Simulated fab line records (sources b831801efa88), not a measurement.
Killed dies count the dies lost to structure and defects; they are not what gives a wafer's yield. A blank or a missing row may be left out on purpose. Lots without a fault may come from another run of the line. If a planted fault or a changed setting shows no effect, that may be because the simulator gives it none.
Which tool did it? + flow sky130 + 11 lots, 33 wafers sampled, at 2 steps of a route of 708

== WHAT EACH GAUGE READ, for each wafer ==
SKY_SPACER_THK_MEAS_01.
| lot  | measured     | on           | SPACER_CVD_00_THK (nm) |
|------|--------------|--------------|------------------------|
| L110 | day 24 01:46 | filmMetro-02 | 42.9 42.8 43.4         |
| L112 | day 25 12:46 | filmMetro-04 | 43.2 43.1 42.8         |
| L111 | day 25 11:32 | filmMetro-02 | 43.6 43.5 43.0         |
| L113 | day 25 15:36 | filmMetro-02 | 43.1 43.1 43.2         |
| L115 | day 25 22:58 | filmMetro-02 | 43.0 43.1 43.0         |
| L116 | day 26 09:31 | filmMetro-03 | 42.7 43.0 42.9         |
| L117 | day 26 17:38 | filmMetro-04 | 42.6 42.2 42.6         |
| L119 | day 27 09:53 | filmMetro-04 | 40.0 40.1 39.9         |
| L128 | day 30 06:06 | filmMetro-04 | 43.3 43.1 43.2         |
| L129 | day 30 10:29 | filmMetro-04 | 43.4 43.3 43.6         |
| L130 | day 30 20:34 | filmMetro-02 | 43.6 43.2 43.4         |

== EACH LOT AND THE TOOL THAT RAN IT (in order: tool; ch and the chambers of the sampled wafers; start) ==
| lot  | SKY_SPACER_CVD_00           |
|------|-----------------------------|
| L110 | lpcvd-02 ch 0, day 24 00:34 |
| L112 | lpcvd-02 ch 1, day 25 11:32 |
| L111 | lpcvd-02 ch 1, day 25 10:20 |
| L113 | lpcvd-02 ch 0, day 25 13:47 |
| L115 | lpcvd-02 ch 0, day 25 21:45 |
| L116 | lpcvd-02 ch 0, day 26 08:19 |
| L117 | lpcvd-02 ch 1, day 26 16:26 |
| L119 | lpcvd-02 ch 0, day 27 08:40 |
| L128 | lpcvd-02 ch 1, day 30 04:53 |
| L129 | lpcvd-02 ch 0, day 30 09:17 |
| L130 | lpcvd-02 ch 1, day 30 19:22 |
- SKY_SPACER_CVD_00: deposits Si3N4 from DCS/NH3, target thk 43.1 nm, time 740 s.

== THE ANSWER, worked out from the rows above alone ==
Rule: the usual values come from the lots themselves. Put in order of their means at a reading, lots are off if they are a third of the lots or fewer, leave a main group of 4 or more, and stand apart from it by a gap of 3 or more times the standard deviation of the main group's means; of several such gaps the widest counts. A main group is skipped when, at the precision printed for the reading in the tables above, its means are all equal. Also off: a lot with no number at a reading for which 4 or more lots have one. All remaining lots with rows at the step are treated as sound.
Off: L119, seen at SKY_SPACER_THK_MEAS_01 (SPACER_CVD_00_THK). Mean 43.1 nm and standard deviation 0.27 in the main group.
A tool fits if, at a process step before that reading, it ran every lot that is off, and no sound lot after the first of them. The gauges at SKY_SPACER_THK_MEAS_01 are tried like those tools. Of those tried, none fits.

== WHAT THE SIMULATOR HAD INSERTED ==
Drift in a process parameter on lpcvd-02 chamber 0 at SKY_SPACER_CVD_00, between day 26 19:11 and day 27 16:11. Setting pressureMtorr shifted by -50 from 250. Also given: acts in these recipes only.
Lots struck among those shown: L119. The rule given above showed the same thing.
